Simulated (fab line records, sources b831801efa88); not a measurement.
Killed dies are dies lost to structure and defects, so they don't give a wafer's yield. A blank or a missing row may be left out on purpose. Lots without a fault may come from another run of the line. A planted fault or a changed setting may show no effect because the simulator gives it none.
fab line records | flow sky130
record lots=5 wafers=15 last_day=49
route steps=708 shown CAPM@550 METAL3@555 VIA3@573
lots that met no fault: from a run of the same line without faults
start_h: hours from the record's first day to the start of the lot's first wafer shown | wait_h: hours since the lot's step before | " the same as in the row above | L1.1+2: a row that stands for several wafers | - no value, or no start given | * or withheld: withheld | < > ~ a bound
route shown NAME@n: a module of which the file shows steps, and the number in the route of the first | usual: mean/standard deviation of fault-free wafers | same: alike in all rows | chamber/n: place in a boat | sites: the reading at each site | _std_site: their standard deviation | _edge_site: outer sites' mean less inner sites' | radius_mm: how far each site lies from the wafer's centre | mask NAME#n: copy n | behind: the tool/chamber that last shaped the wafer | hold: why the lot was held/for how many hours/how that ended | device: the transistor (n, p or np) that didn't switch | end of line: the same wafers' tests at the end of the route | a step without rows: its recipe alone | killed: dies lost to structure and defects at the first sort, not the wafer's yield | map: a wafer's dies, x killed, . not, _ none there
set.NAME: the setting as run; set.NAME@STEP: as run at that earlier step | model.NAME: the simulator's own value behind a step, which no gauge read
lots at some steps of the route; a table a step, a row a wafer
services: from which hour (start_h, from the record's first day; less than 0 if before it) a tool's chamber was out of use, for how many hours, and why
## steps
# step SKY_CAPM_METAL_ETCH_13
# recipe target_depth_nm=220 stop_on=SiO2 chemistry=Cl2/BCl3 target=TiN pressure_mtorr=10 icp_w=900 bias_w=48.5 Cl2_flow_sccm=60 bcl3_flow_sccm=30 time_s=62.9
# usual drypump_motor_current_A=5.48/0.22 oes_product_au=0.941/0.0088 throttle_valve_pct=21.902/0.0088
# columns lot.wafer tool chamber start_h wait_h drypump_motor_current_A oes_product_au rf_hours_counter_h throttle_valve_pct
L082.1 rie_metal-02 1 935.50 0.0 5.61 0.947 6 21.899
L082.2 " 0 " " 5.70 0.939 12 21.907
L082.4 " 1 " " 5.61 0.955 - 21.895
L084.1 rie_metal-04 1 949.35 0.0 5.28 0.955 11 21.905
L084.2 " 0 " " 5.37 0.947 16 21.877
L084.3 " 1 " " 5.29 0.935 - 21.894
L086.4 rie_metal-04 0 960.37 0.0 5.35 0.937 - 21.902
L086.5 " 1 " " 5.29 0.943 - 21.908
L086.6 " 0 " " 5.38 0.935 - 21.909
L087.2 rie_metal-04 1 1001.25 0.0 5.30 0.940 13 21.905
L087.4 " 0 " " 5.35 0.932 - 21.903
L087.5 " 1 " " 5.30 0.926 - 21.914
L094.1 rie_metal-04 0 1012.15 0.0 5.36 0.946 19 21.888
L094.2 " 1 " " 5.29 0.939 14 21.914
L094.4 " 1 " " 5.27 0.954 - 21.894
# step SKY_CAPM_STRIP_14
# recipe chemistry=O2/N2 power_w=1400 pressure_mtorr=1500 platen_temp_c=withheld o2_flow_sccm=3000 n2_flow_sccm=300 overash_fraction=0.5
# usual drypump_motor_current_A=5.8/0.53 oes_product_au=0.710/0.0046 strip_time_to_endpoint_s=12.67/0.045
# columns lot.wafer tool chamber start_h wait_h drypump_motor_current_A oes_product_au rf_hours_counter_h strip_time_to_endpoint_s
L082.1 plasma_asher-01 0 935.58 0.1 5.9 0.711 82 12.63
L082.2 " 1 " " 5.2 0.707 82 12.70
L082.4 " 0 " " 5.9 0.712 - 12.67
L084.1 plasma_asher-02 0 949.42 0.1 6.8 0.710 52 12.68
L084.2 " 1 " " 5.8 0.706 52 12.69
L084.3 " 1 " " 5.8 0.710 - 12.68
L086.4 plasma_asher-04 1 960.46 0.1 5.4 0.709 - 12.59
L086.5 " 0 " " 6.0 0.716 - 12.65
L086.6 " 1 " " 5.4 0.710 - 12.53
L087.2 plasma_asher-02 1 1001.33 0.1 5.7 0.709 58 12.72
L087.4 " 0 " " 6.9 0.714 - 12.60
L087.5 " 0 " " 6.8 0.709 - 12.68
L094.1 plasma_asher-04 0 1012.22 0.1 6.0 0.711 25 12.58
L094.2 " 1 " " 5.4 0.707 25 12.65
L094.4 " 0 " " 6.0 0.714 - 12.70
# step SKY_CAPM_STRIP_15
# recipe chemistry=post_etch_residue_remover time_s=1200 temp_c=72.5
# usual temp_c=72.48/0.14
# columns lot.wafer tool chamber start_h wait_h temp_c
L082.1 wet_bench-03 3 935.68 0.1 72.47
L082.2 " 3 " " 72.33
L082.4 " 3 " " 72.43
L084.1 wet_bench-02 1 949.52 0.1 72.54
L084.2 " 1 " " 72.49
L084.3 " 1 " " 72.48
L086.4 wet_bench-02 2 960.52 0.0 72.45
L086.5 " 2 " " 72.48
L086.6 " 2 " " 72.37
L087.2 wet_bench-04 1 1001.43 0.1 72.41
L087.4 " 1 " " 72.30
L087.5 " 1 " " 72.37
L094.1 wet_bench-03 1 1012.32 0.1 72.63
L094.2 " 1 " " 72.84
L094.4 " 1 " " 72.65
# step SKY_CAPM_CLEAN_16
# recipe chemistry=IPA time_s=180 temp_c=25
# usual temp_c=24.99/0.1
# columns lot.wafer tool chamber start_h wait_h temp_c
L082.1 wet_bench-04 0 936.02 0.0 24.86
L082.2 " 0 " " 24.92
L082.4 " 0 " " 24.84
L084.1 wet_bench-02 0 949.90 0.0 24.82
L084.2 " 0 " " 25.00
L084.3 " 0 " " 24.93
L086.4 wet_bench-04 1 961.21 0.0 25.13
L086.5 " 1 " " 25.16
L086.6 " 1 " " 25.00
L087.2 wet_bench-03 0 1001.80 0.0 25.03
L087.4 " 0 " " 24.70
L087.5 " 0 " " 24.99
L094.1 wet_bench-02 0 1012.66 0.0 24.92
L094.2 " 0 " " 25.00
L094.4 " 0 " " 25.01
# step SKY_CAPM_CLEAN_17
# recipe chemistry=O3/DIW dry=n2_spin
# columns lot.wafer tool chamber start_h wait_h
L082.1+2+4 wet_bench-02 1 936.08 0.0
L084.1+2+3 wet_bench-02 0 949.96 0.0
L086.4+5+6 wet_bench-02 0 961.33 0.0
L087.2+4+5 wet_bench-02 0 1001.86 0.0
L094.1+2+4 wet_bench-04 3 1012.72 0.0
# step SKY_METAL3_DEHYDRATE_05
# recipe temp_c=200 time_s=60
# usual heater_power_total_W=160.40/0.13
# columns lot.wafer tool chamber start_h wait_h heater_power_total_W
L082.1 litho_track-01 0 948.12 11.9 160.43
L082.2 " 0 " " 160.40
L082.4 " 0 " " 160.34
L084.1 litho_track-03 0 961.05 11.0 160.29
L084.2 " 0 " " 160.29
L084.3 " 0 " " 160.53
L086.4 litho_track-01 0 973.74 12.2 160.39
L086.5 " 0 " " 160.32
L086.6 " 0 " " 160.34
L087.2 litho_track-03 0 1012.82 10.9 160.19
L087.4 " 0 " " 160.59
L087.5 " 0 " " 160.27
L094.1 litho_track-03 0 1024.20 11.4 160.26
L094.2 " 0 " " 160.54
L094.4 " 0 " " 160.18
# step SKY_METAL3_HMDS_06
# recipe prime_time_s=60 prime_temp_c=120
# usual prime_temp_c=120.03/0.12
# columns lot.wafer tool chamber start_h wait_h prime_temp_c
L082.1 litho_track-01 0 948.27 0.1 120.06
L082.2 " 0 " " 120.08
L082.4 " 0 " " 120.18
L084.1 litho_track-03 0 961.20 0.1 119.98
L084.2 " 0 " " 119.78
L084.3 " 0 " " 119.91
L086.4 litho_track-01 0 973.89 0.1 120.07
L086.5 " 0 " " 119.99
L086.6 " 0 " " 120.01
L087.2 litho_track-03 0 1012.97 0.1 120.19
L087.4 " 0 " " 120.09
L087.5 " 0 " " 120.17
L094.1 litho_track-03 0 1024.35 0.1 119.81
L094.2 " 0 " " 120.11
L094.4 " 0 " " 120.07
# step SKY_METAL3_COAT_07
# recipe resist=BARC temp_c=withheld time_s=withheld spin_rpm=3000 resist_thk_nm=60
# columns lot.wafer tool chamber start_h wait_h
L082.1+2+4 litho_track-01 0 948.42 0.1
L084.1+2+3 litho_track-03 0 961.35 0.1
L086.4+5+6 litho_track-01 0 974.04 0.1
L087.2+4+5 litho_track-03 0 1013.12 0.1
L094.1+2+4 litho_track-03 0 1024.50 0.1
# step SKY_METAL3_COAT_08
# recipe resist=KrF-thick spin_rpm=3000 resist_thk_nm=1140
# columns lot.wafer tool chamber start_h wait_h
L082.1+2+4 litho_track-01 0 - -
L084.1+2+3 litho_track-03 0 - -
L086.4+5+6 litho_track-01 0 - -
L087.2+4+5 litho_track-03 0 - -
L094.1+2+4 litho_track-03 0 - -
# step SKY_METAL3_SOFTBAKE_09
# recipe temp_c=100 time_s=90 resist=KrF-thick
# usual heater_power_total_W=57.37/0.12
# columns lot.wafer tool chamber start_h wait_h heater_power_total_W
L082.1 litho_track-01 0 - - 57.23
L082.2 " 0 " " 57.35
L082.4 " 0 " " 57.38
L084.1 litho_track-03 0 - - 57.53
L084.2 " 0 " " 57.60
L084.3 " 0 " " 57.36
L086.4 litho_track-01 0 - - 57.51
L086.5 " 0 " " 57.44
L086.6 " 0 " " 57.43
L087.2 litho_track-03 0 - - 57.46
L087.4 " 0 " " 57.17
L087.5 " 0 " " 57.39
L094.1 litho_track-03 0 - - 57.32
L094.2 " 0 " " 57.36
L094.4 " 0 " " 57.28
# step SKY_METAL3_EXPOSE_10
# recipe mask_id=MM3 na=0.68 source_shape=annular sigma_inner=0.4 sigma_outer=0.8 target_cd_nm=300 dose_mj=28
# columns lot.wafer tool chamber start_h wait_h mask
L082.1+2+4 krf_scanner-02 0 - - MM3#0
L084.1+2+3 krf_scanner-01 0 - - MM3#0
L086.4+5+6 krf_scanner-01 0 - - MM3#0
L087.2+4+5 krf_scanner-01 0 - - MM3#0
L094.1+2+4 krf_scanner-01 0 - - MM3#0
# step SKY_METAL3_PEB_11
# recipe peb_temp_c=withheld peb_time_s=withheld resist=KrF-thick
# columns lot.wafer tool chamber start_h wait_h
L082.1+2+4 litho_track-02 0 - -
L084.1+2+3 litho_track-01 0 - -
L086.4+5+6 litho_track-03 0 - -
L087.2+4+5 litho_track-02 0 - -
L094.1+2+4 litho_track-01 0 - -
# step SKY_METAL3_DEVELOP_12
# recipe develop_time_s=60 resist=KrF-thick dev_temp_c=21
# same develop_time_s=60
# columns lot.wafer tool chamber start_h wait_h
L082.1+2+4 litho_track-02 0 - -
L084.1+2+3 litho_track-01 0 - -
L086.4+5+6 litho_track-03 0 - -
L087.2+4+5 litho_track-02 0 - -
L094.1+2+4 litho_track-01 0 - -
# step SKY_METAL3_CD_MEAS_13
# recipe target_cd_nm=300
# usual cd_nm=299.8/1.7
# columns lot.wafer tool chamber start_h wait_h cd_nm
L082.1 cd_sem-01 - 959.86 - 301.2
L082.2 " - " " 301.8
L082.4 " - " " 302.5
L084.1 cd_sem-02 - 974.82 - 301.1
L084.2 " - " " 301.3
L084.3 " - " " 302.2
L086.4 cd_sem-01 - 985.61 - 298.5
L086.5 " - " " 298.2
L086.6 " - " " 298.4
L087.2 cd_sem-01 - 1026.23 - 297.4
L087.4 " - " " 296.6
L087.5 " - " " 297.3
L094.1 cd_sem-02 - 1034.82 - 300.3
L094.2 " - " " 301.1
L094.4 " - " " 299.8
# step SKY_METAL3_OVL_MEAS_14
# usual METAL3_OVL=5/5.6
# columns lot.wafer tool chamber start_h wait_h METAL3_OVL[nm]
L082.1 overlay-02 - 959.98 0.1 -1
L082.2 " - " " 8
L082.4 " - " " 10
L084.1 overlay-01 - 974.94 0.1 2
L084.2 " - " " 3
L084.3 " - " " 8
L086.4 overlay-02 - 985.68 0.1 16
L086.5 " - " " 16
L086.6 " - " " 13
L087.2 overlay-02 - 1026.34 0.1 4
L087.4 " - " " 6
L087.5 " - " " 8
L094.1 overlay-02 - 1034.94 0.1 9
L094.2 " - " " 5
L094.4 " - " " -8
# step SKY_METAL3_DESCUM_15
# recipe chemistry=O2 source_power_w=150 bias_power_w=0 pressure_mtorr=10 temp_c=40 time_s=8
# usual drypump_motor_current_A=5.39/0.29 oes_product_au=0.999/0.011 temp_c=39.99/0.11
# columns lot.wafer tool chamber start_h wait_h drypump_motor_current_A oes_product_au rf_hours_counter_h temp_c
L082.1 rie_metal-03 1 960.02 0.0 5.82 0.999 3 39.98
L082.2 " 0 " " 5.54 0.993 16 40.04
L082.4 " 0 " " 5.56 1.008 - 39.89
L084.1 rie_metal-04 0 974.97 0.0 5.36 1.008 17 39.80
L084.2 " 1 " " 5.29 0.990 12 39.91
L084.3 " 1 " " 5.28 0.997 - 40.10
L086.4 rie_metal-03 0 985.71 0.0 5.55 0.987 - 40.16
L086.5 " 1 " " 5.79 0.992 - 40.11
L086.6 " 0 " " 5.55 0.995 - 40.07
L087.2 rie_metal-04 1 1026.38 0.0 5.30 0.986 - 39.98
L087.4 " 1 " " 5.29 0.976 - 40.07
L087.5 " 1 " " 5.30 0.984 - 40.07
L094.1 rie_metal-04 1 1034.97 0.0 5.29 0.990 16 39.94
L094.2 " 1 " " 5.29 0.995 - 39.91
L094.4 " 1 " " 5.30 0.988 - 39.94
# step SKY_METAL3_ETCH_16
# recipe chemistry=N2/H2 target=BARC ion_energy_ev=200 bias_w=100 pressure_mtorr=30 n2_flow_sccm=100 h2_flow_sccm=200 icp_w=500 stop_on=SiO2 time_s=88.2 target_depth_a=600
# usual drypump_motor_current_A=5.40/0.3 oes_product_au=0.626/0.0044 throttle_valve_pct=13.203/0.0094
# columns lot.wafer tool chamber start_h wait_h drypump_motor_current_A oes_product_au rf_hours_counter_h throttle_valve_pct
L082.1 rie_metal-03 1 960.05 0.0 5.82 0.626 3 13.207
L082.2 " 0 " " 5.58 0.619 16 13.201
L082.4 " 0 " " 5.57 0.629 - 13.217
L084.1 rie_metal-04 0 975.00 0.0 5.35 0.620 17 13.194
L084.2 " 1 " " 5.30 0.626 12 13.211
L084.3 " 1 " " 5.31 0.625 - 13.208
L086.4 rie_metal-03 0 985.77 0.0 5.56 0.628 - 13.221
L086.5 " 1 " " 5.77 0.622 - 13.215
L086.6 " 0 " " 5.56 0.620 - 13.195
L087.2 rie_metal-04 1 1026.46 0.1 5.30 0.627 - 13.196
L087.4 " 1 " " 5.31 0.623 - 13.213
L087.5 " 1 " " 5.30 0.622 - 13.204
L094.1 rie_metal-04 1 1035.04 0.1 5.31 0.625 16 13.214
L094.2 " 1 " " 5.31 0.630 - 13.218
L094.4 " 1 " " 5.29 0.623 - 13.210
# step SKY_METAL3_ETCH_17
# recipe target=SiO2 stop_on=TiN chemistry=C4F8/O2/Ar source_w=1500 bias_w=1200 pressure_mtorr=40 c4f8_flow_sccm=withheld O2_flow_sccm=6 Ar_flow_sccm=300 time_s=3.9 target_depth_a=150
# usual oes_product_au=0.757/0.0071
# columns lot.wafer tool chamber start_h wait_h oes_product_au rf_hours_counter_h
L082.1 rie_diel-04 2 960.15 0.1 0.746 2
L082.2 " 1 " " 0.751 9
L082.4 " 0 " " 0.763 9
L084.1 rie_diel-02 3 975.10 0.1 0.755 12
L084.2 " 0 " " 0.759 12
L084.3 " 2 " " 0.758 10
L086.4 rie_diel-04 2 985.83 0.0 0.764 3
L086.5 " 0 " " 0.765 -
L086.6 " 3 " " 0.763 -
L087.2 rie_diel-01 3 1026.63 0.1 0.754 15
L087.4 " 2 " " 0.762 22
L087.5 " 1 " " 0.761 -
L094.1 rie_diel-04 1 1035.23 0.2 0.763 11
L094.2 " 2 " " 0.759 5
L094.4 " 3 " " 0.762 24
# step SKY_METAL3_METAL_ETCH_18
# recipe target_depth_a=8450 stop_on=SiO2 over_etch_frac=0.3 time_s=183.1 chemistry=Cl2/BCl3 resist_sidewall_deg=88 pressure_mtorr=10 icp_w=900 bias_w=48.5 Cl2_flow_sccm=60 bcl3_flow_sccm=30
# usual drypump_motor_current_A=5.4/0.34 oes_product_au=0.865/0.0074 throttle_valve_pct=22.265/0.0095
# columns lot.wafer tool chamber start_h wait_h drypump_motor_current_A oes_product_au rf_hours_counter_h throttle_valve_pct
L082.1 rie_metal-01 0 960.17 0.0 5.6 0.863 17 22.290
L082.2 " 1 " " 4.9 0.861 12 22.272
L082.4 " 0 " " 5.6 0.857 - 22.273
L084.1 rie_metal-01 0 975.12 0.0 5.6 0.884 18 22.281
L084.2 " 1 " " 4.9 0.868 12 22.259
L084.3 " 0 " " 5.6 0.867 - 22.287
L086.4 rie_metal-04 1 985.91 0.1 5.3 0.863 - 22.287
L086.5 " 0 " " 5.4 0.876 - 22.260
L086.6 " 1 " " 5.3 0.859 - 22.273
L087.2 rie_metal-03 0 1026.65 0.0 5.6 0.863 19 22.277
L087.4 " 1 " " 5.8 0.867 - 22.256
L087.5 " 0 " " 5.6 0.873 - 22.268
L094.1 rie_metal-01 1 1035.25 0.0 4.9 0.862 16 22.271
L094.2 " 0 " " 5.6 0.861 22 22.274
L094.4 " 1 " " 4.9 0.866 - 22.262
# step SKY_METAL3_STRIP_19
# recipe chemistry=O2/N2 power_w=1400 pressure_mtorr=1500 platen_temp_c=withheld o2_flow_sccm=3000 n2_flow_sccm=300 overash_fraction=0.5
# usual drypump_motor_current_A=5.7/0.31 oes_product_au=0.502/0.0052 strip_time_to_endpoint_s=6.52/0.085
# columns lot.wafer tool chamber start_h wait_h drypump_motor_current_A oes_product_au rf_hours_counter_h strip_time_to_endpoint_s
L082.1 plasma_asher-03 0 960.34 0.1 5.7 0.496 111 6.44
L082.2 " 1 " " 5.7 0.506 111 6.62
L082.4 " 1 " " 5.7 0.497 - 6.47
L084.1 plasma_asher-04 1 975.30 0.1 5.4 0.494 21 6.36
L084.2 " 0 " " 6.1 0.503 21 6.58
L084.3 " 0 " " 6.1 0.495 - 6.41
L086.4 plasma_asher-01 0 986.06 0.1 5.9 0.500 - 6.63
L086.5 " 1 " " 5.2 0.491 - 6.48
L086.6 " 0 " " 5.9 0.498 - 6.61
L087.2 plasma_asher-04 0 1026.83 0.1 6.1 0.497 26 6.48
L087.4 " 1 " " 5.4 0.504 - 6.52
L087.5 " 1 " " 5.4 0.491 - 6.43
L094.1 plasma_asher-01 1 1035.43 0.1 5.2 0.504 92 6.61
L094.2 " 0 " " 5.9 0.493 92 6.44
L094.4 " 0 " " 5.9 0.506 - 6.61
# step SKY_METAL3_STRIP_20
# recipe chemistry=post_etch_residue_remover time_s=1200 temp_c=72.5
# usual temp_c=72.49/0.12
# columns lot.wafer tool chamber start_h wait_h temp_c
L082.1 wet_bench-01 0 960.44 0.1 72.43
L082.2 " 0 " " 72.66
L082.4 " 0 " " 72.43
L084.1 wet_bench-02 1 975.40 0.1 72.70
L084.2 " 1 " " 72.53
L084.3 " 1 " " 72.55
L086.4 wet_bench-04 2 986.13 0.0 72.63
L086.5 " 2 " " 72.49
L086.6 " 2 " " 72.49
L087.2 wet_bench-02 2 1026.93 0.1 72.65
L087.4 " 2 " " 72.60
L087.5 " 2 " " 72.56
L094.1 wet_bench-02 0 1035.53 0.1 72.44
L094.2 " 0 " " 72.56
L094.4 " 0 " " 72.47
# step SKY_METAL3_CLEAN_21
# recipe chemistry=IPA time_s=180 temp_c=25
# usual temp_c=25.01/0.12
# columns lot.wafer tool chamber start_h wait_h temp_c
L082.1 wet_bench-04 0 960.79 0.0 25.14
L082.2 " 0 " " 25.05
L082.4 " 0 " " 24.92
L084.1 wet_bench-04 0 975.82 0.0 24.88
L084.2 " 0 " " 25.00
L084.3 " 0 " " 25.15
L086.4 wet_bench-02 1 986.47 0.0 24.99
L086.5 " 1 " " 24.89
L086.6 " 1 " " 24.91
L087.2 wet_bench-04 0 1027.27 0.0 24.95
L087.4 " 0 " " 24.68
L087.5 " 0 " " 24.90
L094.1 wet_bench-01 1 1035.90 0.0 25.08
L094.2 " 1 " " 25.00
L094.4 " 1 " " 25.14
# step SKY_METAL3_CLEAN_22
# recipe chemistry=O3/DIW dry=n2_spin
# columns lot.wafer tool chamber start_h wait_h
L082.1+2+4 wet_bench-01 1 960.91 0.0
L084.1+2+3 wet_bench-01 0 975.93 0.0
L086.4+5+6 wet_bench-01 3 986.53 0.0
L087.2+4+5 wet_bench-04 2 1027.33 0.0
L094.1+2+4 wet_bench-02 3 1035.96 0.0
# step SKY_VIA3_HDPCVD_00
# recipe material=SiO2 target_thk_nm=1635 sigma_open_frac=0.3 time_s=272.5 temp_c=400 sih4_flow_sccm=60 pressure_mtorr=6
# usual sih4_flow_sccm=59.99/0.18
# columns lot.wafer tool chamber start_h wait_h sih4_flow_sccm
L082.1 hdpcvd-01 0 961.00 0.0 59.80
L082.2 " 1 " " 59.82
L082.4 " 1 " " 59.88
L084.1 hdpcvd-01 0 976.02 0.0 59.96
L084.2 " 2 " " 60.11
L084.3 " 1 " " 60.09
L086.4 hdpcvd-01 2 986.71 0.1 59.69
L086.5 " 0 " " 59.92
L086.6 " 1 " " 59.98
L087.2 hdpcvd-01 2 1027.42 0.0 60.18
L087.4 " 2 " " 60.11
L087.5 " 1 " " 59.68
L094.1 hdpcvd-02 1 1036.06 0.0 60.00
L094.2 " 2 " " 60.09
L094.4 " 0 " " 59.83
# step SKY_VIA3_THK_MEAS_01
# recipe reads=SiO2_of_VIA3_HDPCVD_00
# usual VIA3_HDPCVD_THK=1627/20
# columns lot.wafer tool chamber start_h wait_h VIA3_HDPCVD_THK[nm]
L082.1 film_metro-02 - 961.17 0.1 1602
L082.2 " - " " 1614
L082.4 " - " " 1599
L084.1 film_metro-03 - 976.19 0.1 1622
L084.2 " - " " 1612
L084.3 " - " " 1613
L086.4 film_metro-01 - 986.82 0.0 1600
L086.5 " - " " 1634
L086.6 " - " " 1600
L087.2 film_metro-02 - 1027.59 0.1 1611
L087.4 " - " " 1612
L087.5 " - " " 1610
L094.1 film_metro-01 - 1036.23 0.1 1643
L094.2 " - " " 1626
L094.4 " - " " 1678
# step SKY_VIA3_CMP_02
# recipe material=SiO2 down_force_psi=4 platen_rpm=60 pad_velocity_m_s=0.94248
# usual head_pressure_psi=4.000/0.0083 motor_current_A=12.8/1
# columns lot.wafer tool chamber start_h wait_h head_pressure_psi motor_current_A
L082.4 cmp-01 3 961.28 0.1 3.992 14.0
L082.2 " 0 " " 3.992 13.3
L082.1 " 1 " " 3.988 13.9
L084.1 cmp-01 3 976.80 0.6 4.007 13.4
L084.2 " 1 " " 4.004 14.3
L084.3 " 2 " " 4.002 10.8
L086.4 cmp-01 2 986.90 0.1 4.010 11.6
L086.6 " 1 " " 3.998 13.6
L086.5 " 2 " " 4.000 11.3
L087.2 cmp-02 0 1027.74 0.1 4.013 12.9
L087.4 " 1 " " 3.994 13.3
L087.5 " 2 " " 4.006 11.1
L094.1 cmp-02 3 1036.29 0.1 4.010 11.5
L094.2 " 1 " " 3.994 13.9
L094.4 " 2 " " 4.007 11.3
# step SKY_VIA3_BOW_MEAS_03
# recipe mode=bow
# usual VIA3_BOW=81/7.7
# columns lot.wafer tool chamber start_h wait_h VIA3_BOW[um]
L082.1 film_metro-01 - 961.53 0.1 83
L082.2 " - " " 82
L082.4 " - " " 86
L084.1 film_metro-02 - 977.10 0.2 64
L084.2 " - " " 69
L084.3 " - " " 69
L086.4 film_metro-01 - 987.21 0.3 86
L086.5 " - " " 79
L086.6 " - " " 78
L087.2 film_metro-03 - 1027.96 0.2 91
L087.4 " - " " 89
L087.5 " - " " 87
L094.1 film_metro-02 - 1036.59 0.2 82
L094.2 " - " " 90
L094.4 " - " " 79
# step SKY_VIA3_DEHYDRATE_04
# recipe temp_c=200 time_s=60
# usual heater_power_total_W=160.36/0.14
# columns lot.wafer tool chamber start_h wait_h heater_power_total_W
L082.1 litho_track-04 0 973.91 12.4 160.20
L082.2 " 0 " " 160.37
L082.4 " 0 " " 160.57
L084.1 litho_track-03 0 987.85 10.7 160.38
L084.2 " 0 " " 160.25
L084.3 " 0 " " 160.48
L086.4 litho_track-04 0 999.23 12.0 160.29
L086.5 " 0 " " 160.51
L086.6 " 0 " " 160.22
L087.2 litho_track-02 0 1038.04 10.1 160.55
L087.4 " 0 " " 160.38
L087.5 " 0 " " 160.29
L094.1 litho_track-03 0 1048.10 11.5 160.62
L094.2 " 0 " " 160.31
L094.4 " 0 " " 160.37
# step SKY_VIA3_HMDS_05
# recipe prime_time_s=60 prime_temp_c=120
# usual prime_temp_c=120.02/0.13
# columns lot.wafer tool chamber start_h wait_h prime_temp_c
L082.1 litho_track-04 0 974.06 0.1 120.18
L082.2 " 0 " " 120.02
L082.4 " 0 " " 120.15
L084.1 litho_track-03 0 988.00 0.1 119.92
L084.2 " 0 " " 120.05
L084.3 " 0 " " 120.02
L086.4 litho_track-04 0 999.38 0.1 120.08
L086.5 " 0 " " 120.04
L086.6 " 0 " " 120.01
L087.2 litho_track-02 0 1038.19 0.1 120.18
L087.4 " 0 " " 119.99
L087.5 " 0 " " 120.10
L094.1 litho_track-03 0 1048.25 0.1 119.94
L094.2 " 0 " " 119.67
L094.4 " 0 " " 119.81
# step SKY_VIA3_COAT_06
# recipe resist=BARC temp_c=withheld time_s=withheld spin_rpm=3000 resist_thk_nm=60
# columns lot.wafer tool chamber start_h wait_h
L082.1+2+4 litho_track-04 0 974.21 0.1
L084.1+2+3 litho_track-03 0 988.15 0.1
L086.4+5+6 litho_track-04 0 999.53 0.1
L087.2+4+5 litho_track-02 0 1038.34 0.1
L094.1+2+4 litho_track-03 0 1048.40 0.1
# step SKY_VIA3_COAT_07
# recipe resist=KrF-thick spin_rpm=3000 resist_thk_nm=450
# columns lot.wafer tool chamber start_h wait_h
L082.1+2+4 litho_track-04 0 - -
L084.1+2+3 litho_track-03 0 - -
L086.4+5+6 litho_track-04 0 - -
L087.2+4+5 litho_track-02 0 - -
L094.1+2+4 litho_track-03 0 - -
# step SKY_VIA3_SOFTBAKE_08
# recipe temp_c=100 time_s=90 resist=KrF-thick
# usual heater_power_total_W=57.36/0.11
# columns lot.wafer tool chamber start_h wait_h heater_power_total_W
L082.1 litho_track-04 0 - - 57.30
L082.2 " 0 " " 57.37
L082.4 " 0 " " 57.27
L084.1 litho_track-03 0 - - 57.35
L084.2 " 0 " " 57.43
L084.3 " 0 " " 57.36
L086.4 litho_track-04 0 - - 57.21
L086.5 " 0 " " 57.47
L086.6 " 0 " " 57.16
L087.2 litho_track-02 0 - - 57.20
L087.4 " 0 " " 57.47
L087.5 " 0 " " 57.40
L094.1 litho_track-03 0 - - 57.42
L094.2 " 0 " " 57.50
L094.4 " 0 " " 57.49
# step SKY_VIA3_EXPOSE_09
# recipe mask_id=VIM3 na=0.8 source_shape=annular sigma_inner=0.55 sigma_outer=0.85 target_cd_nm=200 dose_mj=38
# columns lot.wafer tool chamber start_h wait_h mask
L082.1+2+4 krf_scanner-02 0 - - VIM3#0
L084.1+2+3 krf_scanner-01 0 - - VIM3#0
L086.4+5+6 krf_scanner-01 0 - - VIM3#0
L087.2+4+5 krf_scanner-02 0 - - VIM3#0
L094.1+2+4 krf_scanner-02 0 - - VIM3#0
# step SKY_VIA3_PEB_10
# recipe peb_temp_c=withheld peb_time_s=withheld resist=KrF-thick
# columns lot.wafer tool chamber start_h wait_h
L082.1+2+4 litho_track-03 0 - -
L084.1+2+3 litho_track-03 0 - -
L086.4+5+6 litho_track-04 0 - -
L087.2+4+5 litho_track-04 0 - -
L094.1+2+4 litho_track-04 0 - -
# step SKY_VIA3_DEVELOP_11
# recipe develop_time_s=60 resist=KrF-thick dev_temp_c=21
# same develop_time_s=60
# columns lot.wafer tool chamber start_h wait_h
L082.1+2+4 litho_track-03 0 - -
L084.1+2+3 litho_track-03 0 - -
L086.4+5+6 litho_track-04 0 - -
L087.2+4+5 litho_track-04 0 - -
L094.1+2+4 litho_track-04 0 - -
# step SKY_VIA3_CD_MEAS_12
# recipe target_cd_nm=200
# usual cd_nm=200.0/1.5
# columns lot.wafer tool chamber start_h wait_h cd_nm
L082.1 cd_sem-02 - 985.90 - 201.0
L082.2 " - " " 200.4
L082.4 " - " " 201.0
L084.1 cd_sem-01 - 1000.80 - 199.5
L084.2 " - " " 200.7
L084.3 " - " " 199.7
L086.4 cd_sem-01 - 1011.27 - 200.2
L086.5 " - " " 201.2
L086.6 " - " " 200.0
L087.2 cd_sem-02 - 1050.48 - 198.2
L087.4 " - " " 198.3
L087.5 " - " " 199.0
L094.1 cd_sem-01 - 1058.56 - 201.5
L094.2 " - " " 200.1
L094.4 " - " " 201.4
# step SKY_VIA3_OVL_MEAS_13
# usual VIA3_OVL=-2/5.5
# columns lot.wafer tool chamber start_h wait_h VIA3_OVL[nm]
L082.1 overlay-01 - 986.02 0.1 -7
L082.2 " - " " -7
L082.4 " - " " 1
L084.1 overlay-02 - 1000.92 0.1 -3
L084.2 " - " " 1
L084.3 " - " " -5
L086.4 overlay-02 - 1011.35 0.1 11
L086.5 " - " " -3
L086.6 " - " " 1
L087.2 overlay-01 - 1050.59 0.1 -2
L087.4 " - " " -3
L087.5 " - " " 6
L094.1 overlay-02 - 1058.68 0.1 -3
L094.2 " - " " -4
L094.4 " - " " -9
## services
# columns tool chamber start_h hours kind
krf_scanner-01 - 915.09 1.0 pm
rie_diel-04 2 918.90 34.7 repair
cmp-02 - 924.73 4.0 pm
krf_scanner-02 - 929.28 1.3 pm
krf_scanner-01 - 948.01 1.3 pm
cmp-01 - 951.59 1.4 repair
wet_bench-01 - 952.83 1.9 pm
krf_scanner-02 - 965.98 0.8 pm
cmp-02 - 973.67 5.3 pm
cmp-02 - 986.96 0.8 repair
krf_scanner-02 - 993.59 1.0 pm
krf_scanner-01 - 1004.06 0.8 pm
cmp-01 - 1004.30 2.5 repair
wet_bench-02 - 1016.03 1.5 repair
plasma_asher-01 - 1016.27 2.8 pm
cmp-01 - 1016.91 0.5 repair
krf_scanner-02 - 1019.53 1.8 repair
wet_bench-01 - 1029.35 6.5 repair
cmp-01 - 1035.03 6.0 pm
krf_scanner-02 - 1041.33 0.8 repair
cmp-01 - 1042.83 1.2 repair
krf_scanner-01 - 1045.16 4.0 pm
cmp-01 - 1046.64 0.9 repair
rie_metal-04 - 1048.68 0.5 repair
## key
fault none
